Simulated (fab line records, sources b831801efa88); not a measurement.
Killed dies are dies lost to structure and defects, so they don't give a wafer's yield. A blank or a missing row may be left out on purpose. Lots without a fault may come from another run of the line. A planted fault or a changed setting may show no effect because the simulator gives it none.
fab line records | flow gf180mcu
record lots=13 wafers=39 last_day=34
route steps=602 shown STI@13 LVPWELL@62 CONTACT@309 M1@330
lots that met no fault: from a run of the same line without faults
start_h: hours from the record's first day to the start of the lot's first wafer shown | wait_h: hours since the lot's step before | " the same as in the row above | L1.1+2: a row that stands for several wafers | - no value, or no start given | * or withheld: withheld | < > ~ a bound
route shown NAME@n: a module of which the file shows steps, and the number in the route of the first | usual: mean/standard deviation of fault-free wafers | same: alike in all rows | chamber/n: place in a boat | sites: the reading at each site | _std_site: their standard deviation | _edge_site: outer sites' mean less inner sites' | radius_mm: how far each site lies from the wafer's centre | mask NAME#n: copy n | behind: the tool/chamber that last shaped the wafer | hold: why the lot was held/for how many hours/how that ended | device: the transistor (n, p or np) that didn't switch | end of line: the same wafers' tests at the end of the route | a step without rows: its recipe alone | killed: dies lost to structure and defects at the first sort, not the wafer's yield | map: a wafer's dies, x killed, . not, _ none there
set.NAME: the setting as run; set.NAME@STEP: as run at that earlier step | model.NAME: the simulator's own value behind a step, which no gauge read
steps of the route over a sample of lots; a table a step, a row a wafer
services: from which hour (start_h, from the record's first day; less than 0 if before it) a tool's chamber was out of use, for how many hours, and why
## steps
# step GF_STI_CD_MEAS_12
# recipe target_cd_nm=220
# usual cd_nm=219.6/1.2
# columns lot.wafer tool chamber start_h wait_h cd_nm
L668.1 cd_sem-01 - 25.71 0.1 218.3
L668.2 " - " " 218.1
L668.6 " - " " 218.9
L671.4 cd_sem-02 - 40.46 0.1 219.2
L671.5 " - " " 219.6
L671.6 " - " " 219.4
L675.2 cd_sem-02 - 62.57 0.1 221.4
L675.3 " - " " 221.9
L675.5 " - " " 221.2
L676.3 cd_sem-01 - 68.74 0.1 218.5
L676.4 " - " " 218.5
L676.6 " - " " 219.4
L677.1 cd_sem-01 - 71.48 0.1 219.5
L677.5 " - " " 220.8
L677.6 " - " " 220.0
L678.1 cd_sem-02 - 77.68 0.1 220.2
L678.2 " - " " 220.2
L678.6 " - " " 220.9
L680.3 cd_sem-01 - 87.52 0.1 218.9
L680.4 " - " " 218.3
L680.5 " - " " 217.4
L681.4 cd_sem-02 - 93.19 0.1 220.7
L681.5 " - " " 219.7
L681.6 " - " " 219.2
L682.1 cd_sem-01 - 97.21 0.1 220.4
L682.4 " - " " 219.0
L682.5 " - " " 219.4
L686.2 cd_sem-02 - 118.77 0.1 220.0
L686.3 " - " " 219.9
L686.4 " - " " 219.7
L687.3 cd_sem-01 - 122.72 0.1 218.0
L687.4 " - " " 219.7
L687.5 " - " " 219.9
L690.1 cd_sem-02 - 138.96 0.1 220.8
L690.2 " - " " 220.6
L690.6 " - " " 221.9
L691.1 cd_sem-01 - 144.11 0.1 217.2
L691.2 " - " " 218.2
L691.3 " - " " 218.5
# step GF_LVPWELL_IMPLANT_08
# recipe species=B energy_kev=170 dose_cm2=1.5e+13 tilt_deg=0
# usual beam_energy_keV=170.00/0.051
# columns lot.wafer tool chamber start_h wait_h beam_energy_keV
L668.1 implanter-03 0 69.01 0.0 170.03
L668.2 " 0 " " 170.08
L668.6 " 0 " " 169.94
L671.4 implanter-02 0 84.66 0.1 170.00
L671.5 " 0 " " 170.02
L671.6 " 0 " " 170.03
L675.2 implanter-03 0 108.66 0.0 170.06
L675.3 " 0 " " 169.96
L675.5 " 0 " " 170.01
L676.3 implanter-02 0 115.40 0.1 169.95
L676.4 " 0 " " 169.99
L676.6 " 0 " " 170.02
L677.1 implanter-03 0 118.25 0.0 170.03
L677.5 " 0 " " 169.98
L677.6 " 0 " " 170.03
L678.1 implanter-03 0 124.36 0.0 169.98
L678.2 " 0 " " 170.01
L678.6 " 0 " " 170.04
L680.3 implanter-02 0 137.98 0.1 169.95
L680.4 " 0 " " 169.95
L680.5 " 0 " " 169.92
L680.3 implanter-02 0 138.30 0.3 170.02
L680.4 " 0 " " 169.99
L680.5 " 0 " " 170.00
L681.4 implanter-04 0 142.41 0.1 169.98
L681.5 " 0 " " 169.96
L681.6 " 0 " " 169.98
L682.1 implanter-02 0 147.34 0.0 170.07
L682.4 " 0 " " 170.12
L682.5 " 0 " " 170.10
L686.2 implanter-03 0 168.96 0.0 170.00
L686.3 " 0 " " 169.95
L686.4 " 0 " " 170.05
L687.3 implanter-03 0 175.38 0.1 169.95
L687.4 " 0 " " 169.96
L687.5 " 0 " " 170.03
L687.3 implanter-03 0 175.70 0.3 169.94
L687.4 " 0 " " 170.01
L687.5 " 0 " " 170.01
L690.1 implanter-02 0 193.26 0.0 169.99
L690.2 " 0 " " 170.01
L690.6 " 0 " " 170.04
L691.1 implanter-03 0 199.66 0.0 170.05
L691.2 " 0 " " 170.06
L691.3 " 0 " " 170.05
# step GF_LVPWELL_TW_MEAS_11
# usual LVPWELL_TW=564.4/2.4
# columns lot.wafer tool chamber start_h wait_h LVPWELL_TW
L668.1 film_metro-01 - 69.41 0.1 558.3
L668.2 " - " " 560.3
L668.6 " - " " 560.4
L671.4 film_metro-02 - 85.01 0.1 568.6
L671.5 " - " " 566.4
L671.6 " - " " 565.5
L675.2 film_metro-03 - 109.04 0.1 566.9
L675.3 " - " " 564.2
L675.5 " - " " 562.1
L676.3 film_metro-01 - 115.77 0.1 565.9
L676.4 " - " " 564.9
L676.6 " - " " 564.2
L677.1 film_metro-03 - 118.65 0.1 564.6
L677.5 " - " " 565.6
L677.6 " - " " 564.7
L678.1 film_metro-02 - 124.76 0.1 563.5
L678.2 " - " " 562.7
L678.6 " - " " 565.2
L680.3 film_metro-01 - 138.67 0.1 673.0
L680.4 " - " " 675.3
L680.5 " - " " 675.9
L681.4 film_metro-03 - 142.76 0.1 570.6
L681.5 " - " " 565.7
L681.6 " - " " 570.2
L682.1 film_metro-02 - 147.74 0.1 567.4
L682.4 " - " " 568.6
L682.5 " - " " 566.2
L686.2 film_metro-01 - 169.34 0.1 561.6
L686.3 " - " " 562.2
L686.4 " - " " 560.5
L687.3 film_metro-01 - 176.07 0.1 675.1
L687.4 " - " " 676.9
L687.5 " - " " 674.1
L690.1 film_metro-02 - 193.66 0.1 562.5
L690.2 " - " " 566.2
L690.6 " - " " 565.1
L691.1 film_metro-01 - 200.06 0.1 563.5
L691.2 " - " " 565.5
L691.3 " - " " 563.1
# step GF_VT_IMPLANT_RS_MEAS_48
# recipe thk_meas_gauge=four-point-probe
# usual LVPWELL_RS=1195.7/2.7
# columns lot.wafer tool chamber start_h wait_h LVPWELL_RS[ohm/sq]
L668.1 film_metro-01 - 157.60 0.1 1191.5
L668.2 " - " " 1195.5
L668.6 " - " " 1195.1
L671.4 film_metro-02 - 176.92 0.1 1198.6
L671.5 " - " " 1198.6
L671.6 " - " " 1196.7
L675.2 film_metro-02 - 205.81 0.1 1195.6
L675.3 " - " " 1194.4
L675.5 " - " " 1194.4
L676.3 film_metro-02 - 212.70 0.1 1196.9
L676.4 " - " " 1196.2
L676.6 " - " " 1197.5
L677.1 film_metro-02 - 217.66 0.1 1198.1
L677.5 " - " " 1199.7
L677.6 " - " " 1196.3
L678.1 film_metro-02 - 225.75 0.1 1199.8
L678.2 " - " " 1198.1
L678.6 " - " " 1199.8
L680.3 film_metro-01 - 239.80 0.1 842.2
L680.4 " - " " 838.3
L680.5 " - " " 838.0
L681.4 film_metro-03 - 245.07 0.1 1200.5
L681.5 " - " " 1199.8
L681.6 " - " " 1199.0
L682.1 film_metro-02 - 253.16 0.1 1195.6
L682.4 " - " " 1196.9
L682.5 " - " " 1195.6
L686.2 film_metro-02 - 277.38 0.1 1197.7
L686.3 " - " " 1195.6
L686.4 " - " " 1194.2
L687.3 film_metro-01 - 284.13 0.1 839.8
L687.4 " - " " 840.0
L687.5 " - " " 840.9
L690.1 film_metro-01 - 305.86 0.1 1192.5
L690.2 " - " " 1191.2
L690.6 " - " " 1195.2
L691.1 film_metro-02 - 314.34 0.1 1197.2
L691.2 " - " " 1192.6
L691.3 " - " " 1194.9
# step GF_CONTACT_SPUTTER_22
# recipe material=Ti target_thk_nm=15 chamber_pressure_pa=5 power_w=2500 substrate_temp_c=200 time_s=80.02
# usual throttle_valve_pct=30.4/1.1
# columns lot.wafer tool chamber start_h wait_h throttle_valve_pct
L668.1 pvd_sputter-03 - 361.90 0.0 31.2
L668.2 " - " " 28.0
L668.6 " - " " 30.9
L671.4 pvd_sputter-04 - 387.42 0.0 29.8
L671.5 " - " " 30.0
L671.6 " - " " 31.3
L675.2 pvd_sputter-03 - 431.57 0.0 30.7
L675.3 " - " " 28.1
L675.5 " - " " 30.5
L676.3 pvd_sputter-04 - 439.25 0.0 31.2
L676.4 " - " " 29.9
L676.6 " - " " 29.7
L677.1 pvd_sputter-04 - 444.39 0.0 31.9
L677.5 " - " " 31.5
L677.6 " - " " 30.2
L678.1 pvd_sputter-03 - 455.26 0.0 31.4
L678.2 " - " " 31.1
L678.6 " - " " 31.4
L680.3 pvd_sputter-04 - 469.97 0.0 31.7
L680.4 " - " " 29.9
L680.5 " - " " 29.9
L681.4 pvd_sputter-04 - 475.32 0.0 30.1
L681.5 " - " " 29.7
L681.6 " - " " 31.5
L682.1 pvd_sputter-02 - 489.34 0.0 28.8
L682.4 " - " " 29.2
L682.5 " - " " 31.1
L686.2 pvd_sputter-03 - 518.00 0.0 31.2
L686.3 " - " " 28.0
L686.4 " - " " 30.9
L687.3 pvd_sputter-03 - 525.04 0.0 31.3
L687.4 " - " " 28.0
L687.5 " - " " 30.8
L690.1 pvd_sputter-04 - 551.23 0.0 31.7
L690.2 " - " " 31.2
L690.6 " - " " 31.4
L691.1 pvd_sputter-02 - 560.87 0.0 28.5
L691.2 " - " " 29.2
L691.3 " - " " 29.7
# step GF_M1_OVL_MEAS_15
# usual M1_OVL=1/5.9
# columns lot.wafer tool chamber start_h wait_h M1_OVL[nm]
L668.1 overlay-02 - 385.79 0.1 -1
L668.2 " - " " 11
L668.6 " - " " 5
L671.4 overlay-01 - 412.81 0.1 -5
L671.5 " - " " 5
L671.6 " - " " 4
L675.2 overlay-01 - 457.05 0.1 3
L675.3 " - " " 4
L675.5 " - " " 4
L676.3 overlay-02 - 465.04 0.1 7
L676.4 " - " " 17
L676.6 " - " " 18
L677.1 overlay-02 - 469.09 0.1 -6
L677.5 " - " " -8
L677.6 " - " " -4
L678.1 overlay-02 - 480.84 0.1 0
L678.2 " - " " -1
L678.6 " - " " 5
L680.3 overlay-01 - 493.50 0.1 1
L680.4 " - " " 1
L680.5 " - " " 1
L681.4 overlay-01 - 499.66 0.1 6
L681.5 " - " " 7
L681.6 " - " " 3
L682.1 overlay-02 - 513.49 0.1 1
L682.4 " - " " -5
L682.5 " - " " -2
L686.2 overlay-02 - 541.99 0.1 4
L686.3 " - " " 5
L686.4 " - " " 5
L687.3 overlay-01 - 548.50 0.1 -5
L687.4 " - " " -3
L687.5 " - " " -5
L690.1 overlay-01 - 573.92 0.1 -8
L690.2 " - " " -3
L690.6 " - " " -10
L691.1 overlay-01 - 583.19 0.1 -8
L691.2 " - " " 1
L691.3 " - " " 1
## services
# columns tool chamber start_h hours kind
implanter-02 - 66.17 1.8 repair
implanter-02 - 77.37 3.4 pm
pvd_sputter-04 - 91.16 5.5 repair
pvd_sputter-03 - 101.18 1.8 repair
implanter-03 - 128.54 6.8 pm
pvd_sputter-04 - 131.21 2.3 repair
pvd_sputter-03 - 167.65 1.2 repair
pvd_sputter-04 - 172.19 0.6 repair
pvd_sputter-04 - 205.67 2.8 repair
implanter-02 - 230.71 2.2 repair
pvd_sputter-03 - 232.29 49.1 repair
implanter-03 - 263.70 6.1 repair
pvd_sputter-04 - 272.85 12.8 repair
implanter-03 - 291.54 5.4 repair
implanter-03 - 334.36 35.8 repair
pvd_sputter-04 - 358.76 2.7 repair
pvd_sputter-03 - 375.05 4.0 repair
pvd_sputter-04 - 400.25 0.8 repair
pvd_sputter-04 - 405.32 3.9 repair
implanter-03 - 458.07 4.7 pm
pvd_sputter-03 - 464.29 0.8 repair
implanter-02 - 497.71 1.8 repair
implanter-03 - 513.11 4.8 repair
implanter-03 - 529.50 5.6 pm
## key
first_sign step=GF_LVPWELL_IMPLANT_08 reading=visit direction=added
effect step=GF_LVPWELL_TW_MEAS_11 reading=LVPWELL_TW direction=up sigmas=47 usual=564.4 struck=675.1
effect step=GF_VT_IMPLANT_RS_MEAS_48 reading=LVPWELL_RS direction=down sigmas=99+ usual=1195.7 struck=839.9
met_at GF_LVPWELL_IMPLANT_08
struck_lots L680,L687
tester_left_out L680,L687
not_acting_at GF_STI_CD_MEAS_12,GF_CONTACT_SPUTTER_22,GF_M1_OVL_MEAS_15
fault kind=repeated_step_whole tool=implanter-02,implanter-03,implanter-04 chamber=- onset_h=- steps=GF_LVPWELL_IMPLANT_08 times=1 scope=struck_lots_only
# tester_left_out: of these lots the tester's yield and bins aren't shown, on N5 and GAA mostly nor the transistor test; their killed dies are dies lost to structure and defects alone, not to doping, threshold or leakage, so they don't give the yield
